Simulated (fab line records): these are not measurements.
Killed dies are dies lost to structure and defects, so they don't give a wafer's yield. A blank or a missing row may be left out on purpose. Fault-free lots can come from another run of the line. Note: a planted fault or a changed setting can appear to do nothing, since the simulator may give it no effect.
fab line records / flow sky130
record: lots: 7 wafers: 21 last-day: 50
route steps=708 shown METAL5@662
lots that met no fault: from a run of the same line without faults
start-h: the number of hours between the record's first day and the start of the first shown wafer of the lot / wait-h: how many hours have passed since the lot's step before this one / " identical to the entry in the row above / L1.1+2: a single row standing in for several wafers / - no value, or no start was given / * or withheld: withheld / < > ~ a bound
route shown NAME@n: names a module that has steps shown in the file, with the first one's number in the route / usual: the fault-free wafers' mean and standard deviation / same: alike in all rows / chamber/n: place in a boat / sites: per-site readings / _std_site: standard deviation across them / _edge_site: outer sites' mean less inner sites' / radius-mm: how far each site lies from the wafer's centre / mask NAME#n: copy n / behind: tool/chamber where the wafer was last shaped / hold: why the lot went on hold/how many hours it stayed there/how the hold came to an end / device: whichever transistor did not switch (one of n, p or np) / end of line: at the end of the route, the tests of the same wafers / where a step has no rows: the recipe by itself / killed: not the wafer's yield, but the dies lost to structure and defects at the first sort / map: a wafer's dies, x killed, . not, _ none there
set.NAME: the setting the step ran with; set.NAME@STEP: the setting that earlier step ran with / model.NAME: the simulator's own value behind a step, which no gauge read
a table for each step, a row for each wafer; lots at some steps of the route
services: when a tool's chamber went out of use (start-h, in hours from the record's first day, below 0 if earlier), for how many hours, and the reason
== steps ==
step: SKY_METAL5_SPUTTER_01
recipe: material: TiN target-thk-nm: 20 power-w: 6500 time-s: 16.7 chamber-pressure-pa: 0.4
usual: throttle-valve-pct: 30.1/1.2
lot.wafer=L345.2 tool=pvd-sputter-04 chamber=- start-h=986.38 wait-h=0.0 throttle-valve-pct=28.6
lot.wafer=L345.4 tool=pvd-sputter-04 chamber=- start-h=986.38 wait-h=0.0 throttle-valve-pct=32.2
lot.wafer=L345.6 tool=pvd-sputter-04 chamber=- start-h=986.38 wait-h=0.0 throttle-valve-pct=32.1
lot.wafer=L352.2 tool=pvd-sputter-02 chamber=- start-h=1052.13 wait-h=0.0 throttle-valve-pct=29.3
lot.wafer=L352.3 tool=pvd-sputter-02 chamber=- start-h=1052.13 wait-h=0.0 throttle-valve-pct=30.4
lot.wafer=L352.4 tool=pvd-sputter-02 chamber=- start-h=1052.13 wait-h=0.0 throttle-valve-pct=28.3
lot.wafer=L356.1 tool=pvd-sputter-02 chamber=- start-h=1069.31 wait-h=0.0 throttle-valve-pct=30.1
lot.wafer=L356.2 tool=pvd-sputter-02 chamber=- start-h=1069.31 wait-h=0.0 throttle-valve-pct=30.3
lot.wafer=L356.5 tool=pvd-sputter-02 chamber=- start-h=1069.31 wait-h=0.0 throttle-valve-pct=30.4
lot.wafer=L359.3 tool=pvd-sputter-02 chamber=- start-h=1088.04 wait-h=0.0 throttle-valve-pct=29.1
lot.wafer=L359.5 tool=pvd-sputter-02 chamber=- start-h=1088.04 wait-h=0.0 throttle-valve-pct=30.4
lot.wafer=L359.6 tool=pvd-sputter-02 chamber=- start-h=1088.04 wait-h=0.0 throttle-valve-pct=29.2
lot.wafer=L367.2 tool=pvd-sputter-04 chamber=- start-h=1147.63 wait-h=0.0 throttle-valve-pct=29.3
lot.wafer=L367.4 tool=pvd-sputter-04 chamber=- start-h=1147.63 wait-h=0.0 throttle-valve-pct=28.5
lot.wafer=L367.5 tool=pvd-sputter-04 chamber=- start-h=1147.63 wait-h=0.0 throttle-valve-pct=29.2
lot.wafer=L366.2 tool=pvd-sputter-01 chamber=- start-h=1148.23 wait-h=0.0 throttle-valve-pct=30.9
lot.wafer=L366.4 tool=pvd-sputter-01 chamber=- start-h=1148.23 wait-h=0.0 throttle-valve-pct=30.6
lot.wafer=L366.5 tool=pvd-sputter-01 chamber=- start-h=1148.23 wait-h=0.0 throttle-valve-pct=30.3
lot.wafer=L368.4 tool=pvd-sputter-02 chamber=- start-h=1152.14 wait-h=0.0 throttle-valve-pct=29.3
lot.wafer=L368.5 tool=pvd-sputter-02 chamber=- start-h=1152.14 wait-h=0.0 throttle-valve-pct=30.1
lot.wafer=L368.6 tool=pvd-sputter-02 chamber=- start-h=1152.14 wait-h=0.0 throttle-valve-pct=29.6
step: SKY_METAL5_SPUTTER_02
recipe: material: AlCu target-thk-nm: 1150 power-w: 10600 time-s: 61.2 chamber-pressure-pa: 0.4
usual: throttle-valve-pct: 30.1/1.2
lot.wafer=L345.2 tool=pvd-sputter-04 chamber=- start-h=986.41 wait-h=0.0 throttle-valve-pct=28.7
lot.wafer=L345.4 tool=pvd-sputter-04 chamber=- start-h=986.41 wait-h=0.0 throttle-valve-pct=32.2
lot.wafer=L345.6 tool=pvd-sputter-04 chamber=- start-h=986.41 wait-h=0.0 throttle-valve-pct=32.1
lot.wafer=L352.2 tool=pvd-sputter-02 chamber=- start-h=1052.15 wait-h=0.0 throttle-valve-pct=29.4
lot.wafer=L352.3 tool=pvd-sputter-02 chamber=- start-h=1052.15 wait-h=0.0 throttle-valve-pct=30.5
lot.wafer=L352.4 tool=pvd-sputter-02 chamber=- start-h=1052.15 wait-h=0.0 throttle-valve-pct=28.3
lot.wafer=L356.1 tool=pvd-sputter-02 chamber=- start-h=1069.34 wait-h=0.0 throttle-valve-pct=30.0
lot.wafer=L356.2 tool=pvd-sputter-02 chamber=- start-h=1069.34 wait-h=0.0 throttle-valve-pct=30.1
lot.wafer=L356.5 tool=pvd-sputter-02 chamber=- start-h=1069.34 wait-h=0.0 throttle-valve-pct=30.4
lot.wafer=L359.3 tool=pvd-sputter-02 chamber=- start-h=1088.06 wait-h=0.0 throttle-valve-pct=29.2
lot.wafer=L359.5 tool=pvd-sputter-02 chamber=- start-h=1088.06 wait-h=0.0 throttle-valve-pct=30.1
lot.wafer=L359.6 tool=pvd-sputter-02 chamber=- start-h=1088.06 wait-h=0.0 throttle-valve-pct=29.2
lot.wafer=L367.2 tool=pvd-sputter-04 chamber=- start-h=1147.66 wait-h=0.0 throttle-valve-pct=29.3
lot.wafer=L367.4 tool=pvd-sputter-04 chamber=- start-h=1147.66 wait-h=0.0 throttle-valve-pct=28.5
lot.wafer=L367.5 tool=pvd-sputter-04 chamber=- start-h=1147.66 wait-h=0.0 throttle-valve-pct=29.5
lot.wafer=L366.2 tool=pvd-sputter-01 chamber=- start-h=1148.26 wait-h=0.0 throttle-valve-pct=30.9
lot.wafer=L366.4 tool=pvd-sputter-01 chamber=- start-h=1148.26 wait-h=0.0 throttle-valve-pct=30.7
lot.wafer=L366.5 tool=pvd-sputter-01 chamber=- start-h=1148.26 wait-h=0.0 throttle-valve-pct=30.4
lot.wafer=L368.4 tool=pvd-sputter-02 chamber=- start-h=1152.17 wait-h=0.0 throttle-valve-pct=29.4
lot.wafer=L368.5 tool=pvd-sputter-02 chamber=- start-h=1152.17 wait-h=0.0 throttle-valve-pct=29.9
lot.wafer=L368.6 tool=pvd-sputter-02 chamber=- start-h=1152.17 wait-h=0.0 throttle-valve-pct=29.3
step: SKY_METAL5_SPUTTER_03
recipe: material: Ti target-thk-nm: 5 power-w: 3000 time-s: 3.3 chamber-pressure-pa: 0.4
usual: throttle-valve-pct: 30.1/1.2
lot.wafer=L345.2 tool=pvd-sputter-04 chamber=- start-h=986.46 wait-h=0.0 throttle-valve-pct=28.4
lot.wafer=L345.4 tool=pvd-sputter-04 chamber=- start-h=986.46 wait-h=0.0 throttle-valve-pct=32.1
lot.wafer=L345.6 tool=pvd-sputter-04 chamber=- start-h=986.46 wait-h=0.0 throttle-valve-pct=32.2
lot.wafer=L352.2 tool=pvd-sputter-02 chamber=- start-h=1052.20 wait-h=0.0 throttle-valve-pct=29.2
lot.wafer=L352.3 tool=pvd-sputter-02 chamber=- start-h=1052.20 wait-h=0.0 throttle-valve-pct=30.2
lot.wafer=L352.4 tool=pvd-sputter-02 chamber=- start-h=1052.20 wait-h=0.0 throttle-valve-pct=28.5
lot.wafer=L356.1 tool=pvd-sputter-02 chamber=- start-h=1069.39 wait-h=0.0 throttle-valve-pct=30.3
lot.wafer=L356.2 tool=pvd-sputter-02 chamber=- start-h=1069.39 wait-h=0.0 throttle-valve-pct=30.3
lot.wafer=L356.5 tool=pvd-sputter-02 chamber=- start-h=1069.39 wait-h=0.0 throttle-valve-pct=30.3
lot.wafer=L359.3 tool=pvd-sputter-02 chamber=- start-h=1088.12 wait-h=0.0 throttle-valve-pct=29.1
lot.wafer=L359.5 tool=pvd-sputter-02 chamber=- start-h=1088.12 wait-h=0.0 throttle-valve-pct=30.4
lot.wafer=L359.6 tool=pvd-sputter-02 chamber=- start-h=1088.12 wait-h=0.0 throttle-valve-pct=29.3
lot.wafer=L367.2 tool=pvd-sputter-04 chamber=- start-h=1147.71 wait-h=0.0 throttle-valve-pct=29.0
lot.wafer=L367.4 tool=pvd-sputter-04 chamber=- start-h=1147.71 wait-h=0.0 throttle-valve-pct=28.4
lot.wafer=L367.5 tool=pvd-sputter-04 chamber=- start-h=1147.71 wait-h=0.0 throttle-valve-pct=29.3
lot.wafer=L366.2 tool=pvd-sputter-01 chamber=- start-h=1148.31 wait-h=0.0 throttle-valve-pct=30.9
lot.wafer=L366.4 tool=pvd-sputter-01 chamber=- start-h=1148.31 wait-h=0.0 throttle-valve-pct=30.5
lot.wafer=L366.5 tool=pvd-sputter-01 chamber=- start-h=1148.31 wait-h=0.0 throttle-valve-pct=30.1
lot.wafer=L368.4 tool=pvd-sputter-02 chamber=- start-h=1152.22 wait-h=0.0 throttle-valve-pct=29.2
lot.wafer=L368.5 tool=pvd-sputter-02 chamber=- start-h=1152.22 wait-h=0.0 throttle-valve-pct=30.1
lot.wafer=L368.6 tool=pvd-sputter-02 chamber=- start-h=1152.22 wait-h=0.0 throttle-valve-pct=29.4
step: SKY_METAL5_SPUTTER_04
recipe: material: TiN target-thk-nm: 70 power-w: 6500 time-s: 58.3 chamber-pressure-pa: 0.4
usual: throttle-valve-pct: 30.1/1.2
lot.wafer=L345.2 tool=pvd-sputter-04 chamber=- start-h=986.48 wait-h=0.0 throttle-valve-pct=28.5
lot.wafer=L345.4 tool=pvd-sputter-04 chamber=- start-h=986.48 wait-h=0.0 throttle-valve-pct=32.2
lot.wafer=L345.6 tool=pvd-sputter-04 chamber=- start-h=986.48 wait-h=0.0 throttle-valve-pct=31.9
lot.wafer=L352.2 tool=pvd-sputter-02 chamber=- start-h=1052.22 wait-h=0.0 throttle-valve-pct=29.1
lot.wafer=L352.3 tool=pvd-sputter-02 chamber=- start-h=1052.22 wait-h=0.0 throttle-valve-pct=30.4
lot.wafer=L352.4 tool=pvd-sputter-02 chamber=- start-h=1052.22 wait-h=0.0 throttle-valve-pct=28.6
lot.wafer=L356.1 tool=pvd-sputter-02 chamber=- start-h=1069.41 wait-h=0.0 throttle-valve-pct=29.8
lot.wafer=L356.2 tool=pvd-sputter-02 chamber=- start-h=1069.41 wait-h=0.0 throttle-valve-pct=30.4
lot.wafer=L356.5 tool=pvd-sputter-02 chamber=- start-h=1069.41 wait-h=0.0 throttle-valve-pct=30.4
lot.wafer=L359.3 tool=pvd-sputter-02 chamber=- start-h=1088.13 wait-h=0.0 throttle-valve-pct=29.3
lot.wafer=L359.5 tool=pvd-sputter-02 chamber=- start-h=1088.13 wait-h=0.0 throttle-valve-pct=30.3
lot.wafer=L359.6 tool=pvd-sputter-02 chamber=- start-h=1088.13 wait-h=0.0 throttle-valve-pct=29.2
lot.wafer=L367.2 tool=pvd-sputter-04 chamber=- start-h=1147.73 wait-h=0.0 throttle-valve-pct=29.3
lot.wafer=L367.4 tool=pvd-sputter-04 chamber=- start-h=1147.73 wait-h=0.0 throttle-valve-pct=28.7
lot.wafer=L367.5 tool=pvd-sputter-04 chamber=- start-h=1147.73 wait-h=0.0 throttle-valve-pct=29.2
lot.wafer=L366.2 tool=pvd-sputter-01 chamber=- start-h=1148.33 wait-h=0.0 throttle-valve-pct=30.7
lot.wafer=L366.4 tool=pvd-sputter-01 chamber=- start-h=1148.33 wait-h=0.0 throttle-valve-pct=30.4
lot.wafer=L366.5 tool=pvd-sputter-01 chamber=- start-h=1148.33 wait-h=0.0 throttle-valve-pct=30.3
lot.wafer=L368.4 tool=pvd-sputter-02 chamber=- start-h=1152.24 wait-h=0.0 throttle-valve-pct=29.4
lot.wafer=L368.5 tool=pvd-sputter-02 chamber=- start-h=1152.24 wait-h=0.0 throttle-valve-pct=29.9
lot.wafer=L368.6 tool=pvd-sputter-02 chamber=- start-h=1152.24 wait-h=0.0 throttle-valve-pct=29.3
step: SKY_METAL5_RS_MEAS_05
recipe: thk-meas-gauge: four-point-probe reads: TiN_of_METAL5_SPUTTER_04+Ti_of_METAL5_SPUTTER_03+AlCu_of_METAL5_SPUTTER_02+TiN_of_METAL5_SPUTTER_01+Ti_of_METAL5_SPUTTER_00
usual: METAL5_ALCU_RS: 0.02698/0.0003
lot.wafer=L345.2 tool=film-metro-03 chamber=- start-h=986.55 wait-h=0.0 METAL5_ALCU_RS[ohm/sq]=0.02681
lot.wafer=L345.4 tool=film-metro-03 chamber=- start-h=986.55 wait-h=0.0 METAL5_ALCU_RS[ohm/sq]=0.0267
lot.wafer=L345.6 tool=film-metro-03 chamber=- start-h=986.55 wait-h=0.0 METAL5_ALCU_RS[ohm/sq]=0.02657
lot.wafer=L352.2 tool=film-metro-02 chamber=- start-h=1052.29 wait-h=0.0 METAL5_ALCU_RS[ohm/sq]=0.02657
lot.wafer=L352.3 tool=film-metro-02 chamber=- start-h=1052.29 wait-h=0.0 METAL5_ALCU_RS[ohm/sq]=0.02688
lot.wafer=L352.4 tool=film-metro-02 chamber=- start-h=1052.29 wait-h=0.0 METAL5_ALCU_RS[ohm/sq]=0.02695
lot.wafer=L356.1 tool=film-metro-02 chamber=- start-h=1069.46 wait-h=0.0 METAL5_ALCU_RS[ohm/sq]=0.02695
lot.wafer=L356.2 tool=film-metro-02 chamber=- start-h=1069.46 wait-h=0.0 METAL5_ALCU_RS[ohm/sq]=0.02665
lot.wafer=L356.5 tool=film-metro-02 chamber=- start-h=1069.46 wait-h=0.0 METAL5_ALCU_RS[ohm/sq]=0.02686
lot.wafer=L359.3 tool=film-metro-03 chamber=- start-h=1088.22 wait-h=0.1 METAL5_ALCU_RS[ohm/sq]=0.0264
lot.wafer=L359.5 tool=film-metro-03 chamber=- start-h=1088.22 wait-h=0.1 METAL5_ALCU_RS[ohm/sq]=0.02658
lot.wafer=L359.6 tool=film-metro-03 chamber=- start-h=1088.22 wait-h=0.1 METAL5_ALCU_RS[ohm/sq]=0.02646
lot.wafer=L367.2 tool=film-metro-02 chamber=- start-h=1147.80 wait-h=0.0 METAL5_ALCU_RS[ohm/sq]=0.02689
lot.wafer=L367.4 tool=film-metro-02 chamber=- start-h=1147.80 wait-h=0.0 METAL5_ALCU_RS[ohm/sq]=0.02722
lot.wafer=L367.5 tool=film-metro-02 chamber=- start-h=1147.80 wait-h=0.0 METAL5_ALCU_RS[ohm/sq]=0.02698
lot.wafer=L366.2 tool=film-metro-02 chamber=- start-h=1148.40 wait-h=0.0 METAL5_ALCU_RS[ohm/sq]=0.02732
lot.wafer=L366.4 tool=film-metro-02 chamber=- start-h=1148.40 wait-h=0.0 METAL5_ALCU_RS[ohm/sq]=0.02712
lot.wafer=L366.5 tool=film-metro-02 chamber=- start-h=1148.40 wait-h=0.0 METAL5_ALCU_RS[ohm/sq]=0.02744
lot.wafer=L368.4 tool=film-metro-01 chamber=- start-h=1152.35 wait-h=0.1 METAL5_ALCU_RS[ohm/sq]=0.0266
lot.wafer=L368.5 tool=film-metro-01 chamber=- start-h=1152.35 wait-h=0.1 METAL5_ALCU_RS[ohm/sq]=0.02667
lot.wafer=L368.6 tool=film-metro-01 chamber=- start-h=1152.35 wait-h=0.1 METAL5_ALCU_RS[ohm/sq]=0.02647
step: SKY_METAL5_THK_MEAS_06
recipe: thk-meas-gauge: xrf reads: AlCu_of_METAL5_SPUTTER_02
usual: METAL5_ALCU_THK: 1176/15
lot.wafer=L345.2 tool=film-metro-03 chamber=- start-h=986.66 wait-h=0.1 METAL5_ALCU_THK[nm]=1179
lot.wafer=L345.4 tool=film-metro-03 chamber=- start-h=986.66 wait-h=0.1 METAL5_ALCU_THK[nm]=1198
lot.wafer=L345.6 tool=film-metro-03 chamber=- start-h=986.66 wait-h=0.1 METAL5_ALCU_THK[nm]=1197
lot.wafer=L352.2 tool=film-metro-02 chamber=- start-h=1052.40 wait-h=0.1 METAL5_ALCU_THK[nm]=1192
lot.wafer=L352.3 tool=film-metro-02 chamber=- start-h=1052.40 wait-h=0.1 METAL5_ALCU_THK[nm]=1178
lot.wafer=L352.4 tool=film-metro-02 chamber=- start-h=1052.40 wait-h=0.1 METAL5_ALCU_THK[nm]=1169
lot.wafer=L356.1 tool=film-metro-02 chamber=- start-h=1069.58 wait-h=0.1 METAL5_ALCU_THK[nm]=1166
lot.wafer=L356.2 tool=film-metro-02 chamber=- start-h=1069.58 wait-h=0.1 METAL5_ALCU_THK[nm]=1191
lot.wafer=L356.5 tool=film-metro-02 chamber=- start-h=1069.58 wait-h=0.1 METAL5_ALCU_THK[nm]=1180
lot.wafer=L359.3 tool=film-metro-03 chamber=- start-h=1088.32 wait-h=0.1 METAL5_ALCU_THK[nm]=1208
lot.wafer=L359.5 tool=film-metro-03 chamber=- start-h=1088.32 wait-h=0.1 METAL5_ALCU_THK[nm]=1205
lot.wafer=L359.6 tool=film-metro-03 chamber=- start-h=1088.32 wait-h=0.1 METAL5_ALCU_THK[nm]=1200
lot.wafer=L367.2 tool=film-metro-02 chamber=- start-h=1147.91 wait-h=0.1 METAL5_ALCU_THK[nm]=1185
lot.wafer=L367.4 tool=film-metro-02 chamber=- start-h=1147.91 wait-h=0.1 METAL5_ALCU_THK[nm]=1164
lot.wafer=L367.5 tool=film-metro-02 chamber=- start-h=1147.91 wait-h=0.1 METAL5_ALCU_THK[nm]=1177
lot.wafer=L366.2 tool=film-metro-02 chamber=- start-h=1148.51 wait-h=0.1 METAL5_ALCU_THK[nm]=1163
lot.wafer=L366.4 tool=film-metro-02 chamber=- start-h=1148.51 wait-h=0.1 METAL5_ALCU_THK[nm]=1178
lot.wafer=L366.5 tool=film-metro-02 chamber=- start-h=1148.51 wait-h=0.1 METAL5_ALCU_THK[nm]=1159
lot.wafer=L368.4 tool=film-metro-01 chamber=- start-h=1152.44 wait-h=0.1 METAL5_ALCU_THK[nm]=1185
lot.wafer=L368.5 tool=film-metro-01 chamber=- start-h=1152.44 wait-h=0.1 METAL5_ALCU_THK[nm]=1185
lot.wafer=L368.6 tool=film-metro-01 chamber=- start-h=1152.44 wait-h=0.1 METAL5_ALCU_THK[nm]=1195
step: SKY_METAL5_DEHYDRATE_07
recipe: temp-c: 200 time-s: 60
step: SKY_METAL5_HMDS_08
recipe: prime-time-s: 60 prime-temp-c: 120
step: SKY_METAL5_COAT_09
recipe: resist: NOVOLAK spin-rpm: 3000 resist-thk-nm: 1800
step: SKY_METAL5_SOFTBAKE_10
recipe: temp-c: 90 time-s: 60 resist: NOVOLAK
step: SKY_METAL5_EXPOSE_11
recipe: mask-id: MM5 na: 0.6 source-shape: conventional sigma-outer: 0.6 polarization: unpolarized target-cd-nm: 1600 dose-mj: 190
step: SKY_METAL5_PEB_12
recipe: temp-c: withheld time-s: * resist: NOVOLAK
step: SKY_METAL5_DEVELOP_13
recipe: resist: NOVOLAK developer: TMAH develop-time-s: 60 dev-temp-c: 23
usual: chill-plate-temp-C: 23.01/0.11 develop-time-s: 60/0
lot.wafer=L345.2 tool=litho-track-02 chamber=0 start-h=1009.09 wait-h=0.1 chill-plate-temp-C=23.15 develop-time-s=60
lot.wafer=L345.4 tool=litho-track-02 chamber=0 start-h=1009.09 wait-h=0.1 chill-plate-temp-C=23.06 develop-time-s=60
lot.wafer=L345.6 tool=litho-track-02 chamber=0 start-h=1009.09 wait-h=0.1 chill-plate-temp-C=23.23 develop-time-s=60
lot.wafer=L352.2 tool=litho-track-04 chamber=0 start-h=1072.86 wait-h=0.1 chill-plate-temp-C=23.06 develop-time-s=60
lot.wafer=L352.3 tool=litho-track-04 chamber=0 start-h=1072.86 wait-h=0.1 chill-plate-temp-C=23.00 develop-time-s=60
lot.wafer=L352.4 tool=litho-track-04 chamber=0 start-h=1072.86 wait-h=0.1 chill-plate-temp-C=22.90 develop-time-s=60
lot.wafer=L356.1 tool=litho-track-04 chamber=0 start-h=1089.79 wait-h=0.1 chill-plate-temp-C=23.06 develop-time-s=60
lot.wafer=L356.2 tool=litho-track-04 chamber=0 start-h=1089.79 wait-h=0.1 chill-plate-temp-C=23.08 develop-time-s=60
lot.wafer=L356.5 tool=litho-track-04 chamber=0 start-h=1089.79 wait-h=0.1 chill-plate-temp-C=23.20 develop-time-s=60
lot.wafer=L359.3 tool=litho-track-04 chamber=0 start-h=1108.19 wait-h=0.1 chill-plate-temp-C=22.82 develop-time-s=60
lot.wafer=L359.5 tool=litho-track-04 chamber=0 start-h=1108.19 wait-h=0.1 chill-plate-temp-C=23.07 develop-time-s=60
lot.wafer=L359.6 tool=litho-track-04 chamber=0 start-h=1108.19 wait-h=0.1 chill-plate-temp-C=22.90 develop-time-s=60
lot.wafer=L367.2 tool=litho-track-01 chamber=- start-h=1164.79 wait-h=0.1 chill-plate-temp-C=- develop-time-s=-
lot.wafer=L367.4 tool=litho-track-01 chamber=- start-h=1164.79 wait-h=0.1 chill-plate-temp-C=- develop-time-s=-
lot.wafer=L367.5 tool=litho-track-01 chamber=- start-h=1164.79 wait-h=0.1 chill-plate-temp-C=- develop-time-s=-
lot.wafer=L366.2 tool=litho-track-02 chamber=- start-h=1165.44 wait-h=0.1 chill-plate-temp-C=- develop-time-s=-
lot.wafer=L366.4 tool=litho-track-02 chamber=- start-h=1165.44 wait-h=0.1 chill-plate-temp-C=- develop-time-s=-
lot.wafer=L366.5 tool=litho-track-02 chamber=- start-h=1165.44 wait-h=0.1 chill-plate-temp-C=- develop-time-s=-
lot.wafer=L368.4 tool=litho-track-01 chamber=- start-h=1169.39 wait-h=0.1 chill-plate-temp-C=- develop-time-s=-
lot.wafer=L368.5 tool=litho-track-01 chamber=- start-h=1169.39 wait-h=0.1 chill-plate-temp-C=- develop-time-s=-
lot.wafer=L368.6 tool=litho-track-01 chamber=- start-h=1169.39 wait-h=0.1 chill-plate-temp-C=- develop-time-s=-
step: SKY_METAL5_DESCUM_14
recipe: chemistry: O2 source-power-w: 150 bias-power-w: 0 pressure-mtorr: 10 temp-c: 40 time-s: 11
usual: drypump-motor-current-A: 5.7/0.34 oes-product-au: 0.995/0.0082 temp-c: 40.00/0.13
lot.wafer=L345.2 tool=rie-metal-01 chamber=0 start-h=1009.21 wait-h=0.1 drypump-motor-current-A=5.9 oes-product-au=0.992 rf-hours-counter-h=12 temp-c=40.02
lot.wafer=L345.4 tool=rie-metal-01 chamber=0 start-h=1009.21 wait-h=0.1 drypump-motor-current-A=5.9 oes-product-au=0.997 rf-hours-counter-h=- temp-c=40.04
lot.wafer=L345.6 tool=rie-metal-01 chamber=0 start-h=1009.21 wait-h=0.1 drypump-motor-current-A=5.9 oes-product-au=0.990 rf-hours-counter-h=- temp-c=40.06
lot.wafer=L352.2 tool=rie-metal-01 chamber=1 start-h=1072.99 wait-h=0.1 drypump-motor-current-A=5.8 oes-product-au=0.992 rf-hours-counter-h=15 temp-c=40.12
lot.wafer=L352.3 tool=rie-metal-01 chamber=0 start-h=1072.99 wait-h=0.1 drypump-motor-current-A=5.9 oes-product-au=1.004 rf-hours-counter-h=- temp-c=40.06
lot.wafer=L352.4 tool=rie-metal-01 chamber=1 start-h=1072.99 wait-h=0.1 drypump-motor-current-A=5.8 oes-product-au=1.001 rf-hours-counter-h=- temp-c=40.18
lot.wafer=L356.1 tool=rie-metal-02 chamber=0 start-h=1089.94 wait-h=0.1 drypump-motor-current-A=4.9 oes-product-au=0.984 rf-hours-counter-h=4 temp-c=39.90
lot.wafer=L356.2 tool=rie-metal-02 chamber=1 start-h=1089.94 wait-h=0.1 drypump-motor-current-A=5.8 oes-product-au=1.002 rf-hours-counter-h=18 temp-c=39.96
lot.wafer=L356.5 tool=rie-metal-02 chamber=1 start-h=1089.94 wait-h=0.1 drypump-motor-current-A=5.8 oes-product-au=1.000 rf-hours-counter-h=- temp-c=39.96
lot.wafer=L359.3 tool=rie-metal-02 chamber=0 start-h=1108.30 wait-h=0.1 drypump-motor-current-A=4.9 oes-product-au=0.989 rf-hours-counter-h=- temp-c=40.14
lot.wafer=L359.5 tool=rie-metal-02 chamber=0 start-h=1108.30 wait-h=0.1 drypump-motor-current-A=4.9 oes-product-au=0.997 rf-hours-counter-h=- temp-c=40.07
lot.wafer=L359.6 tool=rie-metal-02 chamber=1 start-h=1108.30 wait-h=0.1 drypump-motor-current-A=5.8 oes-product-au=0.994 rf-hours-counter-h=- temp-c=40.03
lot.wafer=L367.2 tool=rie-metal-02 chamber=0 start-h=1164.92 wait-h=0.1 drypump-motor-current-A=4.9 oes-product-au=1.005 rf-hours-counter-h=8 temp-c=39.94
lot.wafer=L367.4 tool=rie-metal-02 chamber=0 start-h=1164.92 wait-h=0.1 drypump-motor-current-A=4.9 oes-product-au=0.995 rf-hours-counter-h=- temp-c=40.05
lot.wafer=L367.5 tool=rie-metal-02 chamber=0 start-h=1164.92 wait-h=0.1 drypump-motor-current-A=4.9 oes-product-au=0.997 rf-hours-counter-h=- temp-c=39.90
lot.wafer=L366.2 tool=rie-metal-01 chamber=1 start-h=1165.56 wait-h=0.1 drypump-motor-current-A=5.8 oes-product-au=0.990 rf-hours-counter-h=23 temp-c=39.89
lot.wafer=L366.4 tool=rie-metal-01 chamber=0 start-h=1165.56 wait-h=0.1 drypump-motor-current-A=5.8 oes-product-au=0.980 rf-hours-counter-h=- temp-c=39.90
lot.wafer=L366.5 tool=rie-metal-01 chamber=0 start-h=1165.56 wait-h=0.1 drypump-motor-current-A=5.8 oes-product-au=0.981 rf-hours-counter-h=- temp-c=39.87
lot.wafer=L368.4 tool=rie-metal-01 chamber=0 start-h=1169.48 wait-h=0.1 drypump-motor-current-A=5.9 oes-product-au=1.002 rf-hours-counter-h=- temp-c=40.15
lot.wafer=L368.5 tool=rie-metal-01 chamber=0 start-h=1169.48 wait-h=0.1 drypump-motor-current-A=5.8 oes-product-au=0.992 rf-hours-counter-h=- temp-c=40.21
lot.wafer=L368.6 tool=rie-metal-01 chamber=1 start-h=1169.48 wait-h=0.1 drypump-motor-current-A=5.8 oes-product-au=0.991 rf-hours-counter-h=- temp-c=39.97
== services ==
tool=pvd-sputter-02 chamber=- start-h=978.97 hours=7.7 kind=repair
tool=pvd-sputter-01 chamber=- start-h=984.57 hours=1.2 kind=repair
tool=pvd-sputter-02 chamber=- start-h=996.28 hours=1.3 kind=repair
tool=pvd-sputter-02 chamber=- start-h=997.45 hours=8.9 kind=repair
tool=rie-metal-02 chamber=0 start-h=1011.68 hours=- kind=clean
tool=rie-metal-02 chamber=0 start-h=1011.68 hours=17.8 kind=scheduled-down
tool=rie-metal-02 chamber=0 start-h=1011.68 hours=17.8 kind=vent-cycle
tool=pvd-sputter-01 chamber=- start-h=1015.28 hours=2.1 kind=repair
tool=rie-metal-01 chamber=- start-h=1036.10 hours=0.6 kind=repair
tool=pvd-sputter-04 chamber=- start-h=1036.32 hours=7.4 kind=repair
tool=pvd-sputter-02 chamber=- start-h=1041.83 hours=2.8 kind=repair
tool=rie-metal-02 chamber=- start-h=1043.40 hours=0.2 kind=repair
tool=pvd-sputter-01 chamber=- start-h=1058.95 hours=10.0 kind=repair
tool=rie-metal-02 chamber=0 start-h=1118.53 hours=26.2 kind=repair
tool=rie-metal-02 chamber=- start-h=1129.18 hours=14.6 kind=pm
tool=rie-metal-01 chamber=- start-h=1146.86 hours=0.3 kind=repair
== key ==
first-sign: step: SKY_METAL5_DEVELOP_13 reading: tool-record direction: missing
effect none on later readings
met-at SKY_METAL5_DEVELOP_13
struck-wafers L366.2,L366.4,L366.5,L367.2,L367.4,L367.5,L368.4,L368.5,L368.6
later-rows-left-out L366.2,L366.4,L366.5,L367.2,L367.4,L367.5,L368.4,L368.5,L368.6
sort-left-out L366.2,L366.4,L366.5,L367.2,L367.4,L367.5,L368.4,L368.5,L368.6
onset-between 1009.09 1164.79
fault: kind: skipped-step-whole tool: litho-track-01,litho-track-02 chamber: - onset-h: 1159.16 steps: SKY_METAL5_DEVELOP_13 scope: struck-lots-only
sort-left-out: the simulated sort isn't trusted on such a fault, so these wafers' sort isn't shown, and their yield isn't known
later-rows-left-out: the simulator's readings of these wafers behind a module that went badly wrong aren't trusted and aren't shown, but for the sort
